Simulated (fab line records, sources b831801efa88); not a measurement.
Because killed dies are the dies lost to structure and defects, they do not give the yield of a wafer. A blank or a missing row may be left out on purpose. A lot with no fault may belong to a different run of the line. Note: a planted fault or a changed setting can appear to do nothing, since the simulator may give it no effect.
What tool caused it? + flow sky130 + 72 wafers from 24 lots sampled at 6 of the route's 708 steps

== WHAT THE GAUGES SHOWED, per wafer ==
SKY_SONOS_ONO_THK_MEAS_03. Usual: SONOS_ONO_CVD_02_THK gives 10.44 nm (standard deviation 0.14).
| lot  | measured     | on           | SONOS_ONO_CVD_02_THK (nm) | flag |
|------|--------------|--------------|---------------------------|------|
| L074 | day 11 12:46 | filmMetro-04 | 10.42 10.42 10.54         |      |
| L075 | day 11 19:53 | filmMetro-04 | 10.53 10.41 10.49         |      |
| L076 | day 12 02:10 | filmMetro-01 | 10.63 10.46 10.55         |      |
| L077 | day 12 06:59 | filmMetro-04 | 10.40 10.38 10.27         |      |
| L078 | day 12 18:22 | filmMetro-03 | 10.25 10.21 10.17         |      |
| L079 | day 13 04:53 | filmMetro-03 | 10.37 10.44 10.44         |      |
| L081 | day 14 07:42 | filmMetro-03 | 10.62 10.59 10.72         |      |
| L082 | day 14 07:43 | filmMetro-04 | 10.60 10.50 10.54         |      |
| L080 | day 14 07:43 | filmMetro-01 | 10.61 10.58 10.48         |      |
| L083 | day 14 12:34 | filmMetro-03 | 10.44 10.46 10.56         |      |
| L084 | day 14 18:50 | filmMetro-03 | 10.43 10.47 10.42         |      |
| L085 | day 15 05:14 | filmMetro-04 | 10.55 10.58 10.62         |      |
| L086 | day 15 14:06 | filmMetro-04 | 10.55 10.72 10.57         |      |
| L087 | day 15 20:07 | filmMetro-01 | 10.41 10.41 10.34         |      |
| L088 | day 16 05:45 | filmMetro-01 | 10.41 10.37 10.37         |      |
| L089 | day 16 14:32 | filmMetro-01 | 10.15 10.27 10.21         |      |
| L090 | day 16 21:16 | filmMetro-04 | 10.35 10.28 10.27         |      |
| L091 | day 17 04:01 | filmMetro-01 | 10.64 10.51 10.50         |      |
| L092 | day 17 14:17 | filmMetro-01 | 10.42 10.50 10.38         |      |
| L093 | day 18 01:02 | filmMetro-01 | 10.34 10.40 10.31         |      |
| L094 | day 18 07:19 | filmMetro-03 | 10.43 10.42 10.54         |      |
| L095 | day 18 15:01 | filmMetro-04 | 10.17 10.23 10.28         |      |
| L096 | day 18 19:43 | filmMetro-04 | 10.24 10.35 10.25         |      |
| L097 | day 18 23:04 | filmMetro-04 | 10.56 10.55 10.63         |      |

SKY_CONTACT_THK_MEAS_26: measures by xrf. Usual: CONTACT_W_THK gives 348 nm (standard deviation 5.2).
| lot  | measured     | on           | CONTACT_W_THK (nm) | flag |
|------|--------------|--------------|--------------------|------|
| L074 | day 31 06:54 | filmMetro-01 | 354 350 346        |      |
| L075 | day 31 16:01 | filmMetro-01 | 341 341 338        |      |
| L076 | day 31 22:20 | filmMetro-03 | 357 352 349        |      |
| L077 | day 32 06:59 | filmMetro-01 | 343 345 344        |      |
| L078 | day 32 16:25 | filmMetro-03 | 356 356 350        |      |
| L079 | day 33 09:23 | filmMetro-04 | 345 345 344        |      |
| L081 | day 34 14:16 | filmMetro-01 | 344 341 341        |      |
| L082 | day 34 08:53 | filmMetro-03 | 340 346 343        |      |
| L080 | day 34 11:32 | filmMetro-01 | 341 340 342        |      |
| L083 | day 34 17:13 | filmMetro-04 | 344 346 347        |      |
| L084 | day 35 02:45 | filmMetro-03 | 339 340 348        |      |
| L085 | day 35 09:38 | filmMetro-03 | 350 350 349        |      |
| L086 | day 35 18:46 | filmMetro-03 | 344 348 342        |      |
| L087 | day 35 20:01 | filmMetro-03 | 346 346 345        |      |
| L088 | day 36 09:13 | filmMetro-04 | 357 361 355        |      |
| L089 | day 36 16:55 | filmMetro-01 | 353 354 352        |      |
| L090 | day 36 20:09 | filmMetro-01 | 345 345 348        |      |
| L091 | day 37 03:52 | filmMetro-04 | 351 351 351        |      |
| L092 | day 37 15:36 | filmMetro-03 | 346 349 358        |      |
| L093 | day 37 23:19 | filmMetro-03 | 350 353 350        |      |
| L094 | day 38 08:14 | filmMetro-04 | 343 345 347        |      |
| L095 | day 38 11:54 | filmMetro-03 | 346 353 353        |      |
| L096 | day 38 12:39 | filmMetro-04 | 356 353 348        |      |
| L097 | day 38 15:50 | filmMetro-04 | 352 351 350        |      |

SKY_VIA1_RS_MEAS_22: uses a four-point probe to measure. Usual: VIA1_W_RS gives 0.427 ohm/sq (standard deviation 0.0064).
| lot  | measured     | on           | VIA1_W_RS (ohm/sq) | flag |
|------|--------------|--------------|--------------------|------|
| L074 | day 33 16:03 | filmMetro-04 | 0.409 0.415 0.411  |      |
| L075 | day 34 01:38 | filmMetro-04 | 0.427 0.428 0.431  |      |
| L076 | day 34 07:41 | filmMetro-04 | 0.431 0.427 0.430  |      |
| L077 | day 34 15:28 | filmMetro-02 | 0.432 0.426 0.430  |      |
| L078 | day 35 01:06 | filmMetro-04 | 0.432 0.431 0.429  |      |
| L079 | day 35 17:52 | filmMetro-01 | 0.428 0.432 0.434  |      |
| L081 | day 36 22:52 | filmMetro-04 | 0.429 0.432 0.430  |      |
| L082 | day 36 19:02 | filmMetro-04 | 0.435 0.430 0.437  |      |
| L080 | day 36 19:01 | filmMetro-02 | 0.421 0.420 0.425  |      |
| L083 | day 37 01:38 | filmMetro-04 | 0.430 0.427 0.435  |      |
| L084 | day 37 08:29 | filmMetro-04 | 0.413 0.422 0.423  |      |
| L085 | day 37 16:17 | filmMetro-02 | 0.433 0.430 0.430  |      |
| L086 | day 38 01:02 | filmMetro-02 | 0.427 0.426 0.431  |      |
| L087 | day 38 02:34 | filmMetro-02 | 0.415 0.429 0.412  |      |
| L088 | day 38 14:56 | filmMetro-01 | 0.437 0.435 0.417  |      |
| L089 | day 38 23:28 | filmMetro-02 | 0.416 0.425 0.430  |      |
| L090 | day 39 01:21 | filmMetro-04 | 0.412 0.427 0.426  |      |
| L091 | day 39 10:40 | filmMetro-02 | 0.425 0.424 0.429  |      |
| L092 | day 39 21:11 | filmMetro-02 | 0.429 0.428 0.425  |      |
| L093 | day 40 03:44 | filmMetro-04 | 0.429 0.423 0.421  |      |
| L094 | day 40 12:43 | filmMetro-04 | 0.433 0.428 0.428  |      |
| L095 | day 40 15:58 | filmMetro-02 | 0.430 0.424 0.428  |      |
| L096 | day 40 17:07 | filmMetro-02 | 0.432 0.433 0.425  |      |
| L097 | day 40 19:41 | filmMetro-01 | 0.427 0.430 0.430  |      |

== WHICH TOOL RAN EACH LOT (tool, then ch and the chambers of the sampled wafers, then the start) ==
| lot  | SKY_METAL1_SPUTTER_04       | SKY_METAL1_DESCUM_17             | SKY_VIA1_SPUTTER_20         |
|------|-----------------------------|----------------------------------|-----------------------------|
| L074 | pvdSputter-04, day 31 07:21 | rieMetal-01 ch 1, day 32 10:56   | pvdSputter-03, day 33 15:54 |
| L075 | pvdSputter-01, day 31 16:28 | rieMetal-01 ch 0,1, day 32 20:08 | pvdSputter-04, day 34 01:29 |
| L076 | pvdSputter-01, day 31 22:46 | rieMetal-01 ch 0,1, day 33 02:17 | pvdSputter-03, day 34 07:28 |
| L077 | pvdSputter-02, day 32 07:25 | rieMetal-03 ch 0,1, day 33 10:23 | pvdSputter-04, day 34 15:15 |
| L078 | pvdSputter-02, day 32 17:15 | rieMetal-02 ch 0,1, day 33 20:09 | pvdSputter-03, day 35 00:55 |
| L079 | pvdSputter-02, day 33 09:50 | rieMetal-02 ch 0,1, day 34 12:37 | pvdSputter-04, day 35 17:39 |
| L081 | pvdSputter-02, day 34 15:02 | rieMetal-02 ch 1, day 35 18:20   | pvdSputter-04, day 36 22:37 |
| L082 | pvdSputter-02, day 34 09:20 | rieMetal-03 ch 0,1, day 35 14:32 | pvdSputter-03, day 36 18:46 |
| L080 | pvdSputter-04, day 34 11:58 | rieMetal-01 ch 0,1, day 35 14:53 | pvdSputter-01, day 36 18:50 |
| L083 | pvdSputter-04, day 34 17:39 | rieMetal-01 ch 0,1, day 35 20:23 | pvdSputter-01, day 37 01:22 |
| L084 | pvdSputter-04, day 35 03:12 | rieMetal-02 ch 1, day 36 05:04   | pvdSputter-04, day 37 08:20 |
| L085 | pvdSputter-02, day 35 10:05 | rieMetal-03 ch 0,1, day 36 12:23 | pvdSputter-03, day 37 16:08 |
| L086 | pvdSputter-02, day 35 19:12 | rieMetal-01 ch 0,1, day 36 21:02 | pvdSputter-04, day 38 00:52 |
| L087 | pvdSputter-04, day 35 20:26 | rieMetal-02 ch 0,1, day 36 22:13 | pvdSputter-01, day 38 02:22 |
| L088 | pvdSputter-02, day 36 09:38 | rieMetal-03 ch 0,1, day 37 11:33 | pvdSputter-03, day 38 14:43 |
| L089 | pvdSputter-04, day 36 17:21 | rieMetal-03 ch 1, day 37 19:02   | pvdSputter-04, day 38 23:10 |
| L090 | pvdSputter-01, day 36 20:36 | rieMetal-01 ch 0,1, day 37 21:44 | pvdSputter-04, day 39 01:11 |
| L091 | pvdSputter-01, day 37 04:17 | rieMetal-01 ch 0,1, day 38 06:18 | pvdSputter-03, day 39 10:29 |
| L092 | pvdSputter-01, day 37 16:02 | rieMetal-02 ch 1, day 38 17:53   | pvdSputter-04, day 39 21:01 |
| L093 | pvdSputter-02, day 37 23:46 | rieMetal-02 ch 1, day 39 01:14   | pvdSputter-04, day 40 03:34 |
| L094 | pvdSputter-04, day 38 08:41 | rieMetal-03 ch 0,1, day 39 10:34 | pvdSputter-03, day 40 12:34 |
| L095 | pvdSputter-02, day 38 12:21 | rieMetal-01 ch 1, day 39 13:43   | pvdSputter-03, day 40 15:49 |
| L096 | pvdSputter-02, day 38 13:05 | rieMetal-02 ch 0,1, day 39 15:02 | pvdSputter-01, day 40 16:56 |
| L097 | pvdSputter-01, day 38 16:17 | rieMetal-03 ch 1, day 39 17:20   | pvdSputter-03, day 40 19:32 |
- SKY_METAL1_SPUTTER_04: material TiN, target thk 70 nm, time 58.3 s.
- SKY_METAL1_DESCUM_17: chemistry O2, time 8 s.
- SKY_VIA1_SPUTTER_20: material TiN, target thk 20 nm, time 80 s.

== AS READ BY THE TOOLS THEMSELVES (means over the sampled wafers that have a number; for cases with no such wafer, the mark the record gives instead) ==
SKY_METAL1_SPUTTER_04. Usual: 29.9 % for throttleValvePct, sd 1.1.
| lot  | tool          | throttleValvePct (%) | flag |
|------|---------------|----------------------|------|
| L074 | pvdSputter-04 | 30.3                 |      |
| L075 | pvdSputter-01 | 31.0                 |      |
| L076 | pvdSputter-01 | 31.0                 |      |
| L077 | pvdSputter-02 | 29.2                 |      |
| L078 | pvdSputter-02 | 29.0                 |      |
| L079 | pvdSputter-02 | 29.3                 |      |
| L081 | pvdSputter-02 | 29.7                 |      |
| L082 | pvdSputter-02 | 29.1                 |      |
| L080 | pvdSputter-04 | 29.9                 |      |
| L083 | pvdSputter-04 | 29.8                 |      |
| L084 | pvdSputter-04 | 29.9                 |      |
| L085 | pvdSputter-02 | 29.2                 |      |
| L086 | pvdSputter-02 | 29.2                 |      |
| L087 | pvdSputter-04 | 29.9                 |      |
| L088 | pvdSputter-02 | 29.7                 |      |
| L089 | pvdSputter-04 | 30.0                 |      |
| L090 | pvdSputter-01 | 29.7                 |      |
| L091 | pvdSputter-01 | 31.2                 |      |
| L092 | pvdSputter-01 | 32.0                 |      |
| L093 | pvdSputter-02 | 30.0                 |      |
| L094 | pvdSputter-04 | 30.3                 |      |
| L095 | pvdSputter-02 | 29.2                 |      |
| L096 | pvdSputter-02 | 28.4                 |      |
| L097 | pvdSputter-01 | 30.4                 |      |

SKY_METAL1_DESCUM_17. Usual: drypumpMotorCurrentA 5.7 A, standard deviation 0.43; oesProductAu 0.999 a.u., standard deviation 0.0083; tempC 40.00 C, standard deviation 0.1.
| lot  | tool        | drypumpMotorCurrentA (A) | oesProductAu (a.u.) | tempC (C) | flag |
|------|-------------|--------------------------|---------------------|-----------|------|
| L074 | rieMetal-01 | 4.9                      | 0.990               | 40.14     |      |
| L075 | rieMetal-01 | 5.5                      | 1.000               | 40.07     |      |
| L076 | rieMetal-01 | 5.2                      | 0.995               | 40.10     |      |
| L077 | rieMetal-03 | 5.6                      | 1.011               | 39.95     |      |
| L078 | rieMetal-02 | 6.1                      | 1.004               | 40.05     |      |
| L079 | rieMetal-02 | 6.1                      | 1.007               | 40.04     |      |
| L081 | rieMetal-02 | 6.1                      | 1.001               | 39.99     |      |
| L082 | rieMetal-03 | 5.6                      | 1.004               | 39.97     |      |
| L080 | rieMetal-01 | 5.5                      | 0.996               | 39.98     |      |
| L083 | rieMetal-01 | 5.5                      | 1.001               | 39.99     |      |
| L084 | rieMetal-02 | 6.1                      | 1.014               | 39.97     |      |
| L085 | rieMetal-03 | 5.7                      | 1.001               | 39.88     |      |
| L086 | rieMetal-01 | 5.2                      | 0.994               | 39.97     |      |
| L087 | rieMetal-02 | 6.1                      | 0.990               | 39.98     |      |
| L088 | rieMetal-03 | 5.6                      | 1.001               | 40.03     |      |
| L089 | rieMetal-03 | 5.3                      | 1.000               | 40.04     |      |
| L090 | rieMetal-01 | 5.5                      | 0.999               | 40.07     |      |
| L091 | rieMetal-01 | 5.2                      | 0.993               | 40.09     |      |
| L092 | rieMetal-02 | 6.1                      | 1.001               | 39.98     |      |
| L093 | rieMetal-02 | 6.1                      | 1.005               | 40.10     |      |
| L094 | rieMetal-03 | 5.6                      | 0.997               | 40.01     |      |
| L095 | rieMetal-01 | 4.9                      | 1.004               | 39.95     |      |
| L096 | rieMetal-02 | 6.1                      | 0.995               | 40.02     |      |
| L097 | rieMetal-03 | 5.4                      | 0.996               | 39.88     |      |

SKY_VIA1_SPUTTER_20. Usual: 30.2 % for throttleValvePct, sd 1.1.
| lot  | tool          | throttleValvePct (%) | flag |
|------|---------------|----------------------|------|
| L074 | pvdSputter-03 | 30.4                 |      |
| L075 | pvdSputter-04 | 30.2                 |      |
| L076 | pvdSputter-03 | 30.6                 |      |
| L077 | pvdSputter-04 | 30.0                 |      |
| L078 | pvdSputter-03 | 29.6                 |      |
| L079 | pvdSputter-04 | 30.3                 |      |
| L081 | pvdSputter-04 | 30.2                 |      |
| L082 | pvdSputter-03 | 29.5                 |      |
| L080 | pvdSputter-01 | 31.2                 |      |
| L083 | pvdSputter-01 | 30.9                 |      |
| L084 | pvdSputter-04 | 30.0                 |      |
| L085 | pvdSputter-03 | 30.7                 |      |
| L086 | pvdSputter-04 | 30.0                 |      |
| L087 | pvdSputter-01 | 30.2                 |      |
| L088 | pvdSputter-03 | 29.7                 |      |
| L089 | pvdSputter-04 | 29.7                 |      |
| L090 | pvdSputter-04 | 30.3                 |      |
| L091 | pvdSputter-03 | 30.6                 |      |
| L092 | pvdSputter-04 | 29.3                 |      |
| L093 | pvdSputter-04 | 30.2                 |      |
| L094 | pvdSputter-03 | 30.5                 |      |
| L095 | pvdSputter-03 | 29.7                 |      |
| L096 | pvdSputter-01 | 30.5                 |      |
| L097 | pvdSputter-03 | 30.5                 |      |

== THE ANSWER, worked out from the rows above alone ==
Rule: take the mean of a lot's wafers that have a number; if it is more than 3 standard deviations from the usual mean, the lot is off. A lot without any number at a reading at which 4 lots or more have one is off too. The other lots that the step has rows for count as sound. Order of review: gauges by route order, followed by the tools' own readings, for which a lot's mean as printed above is used. The first step at which some lot is off is used, and at that step the reading that is off furthest; a lot without a number counts as furthest.
Nothing can be told from this: no lot is off at any reading shown.

== WHAT THE SIMULATOR HAD PUT IN ==
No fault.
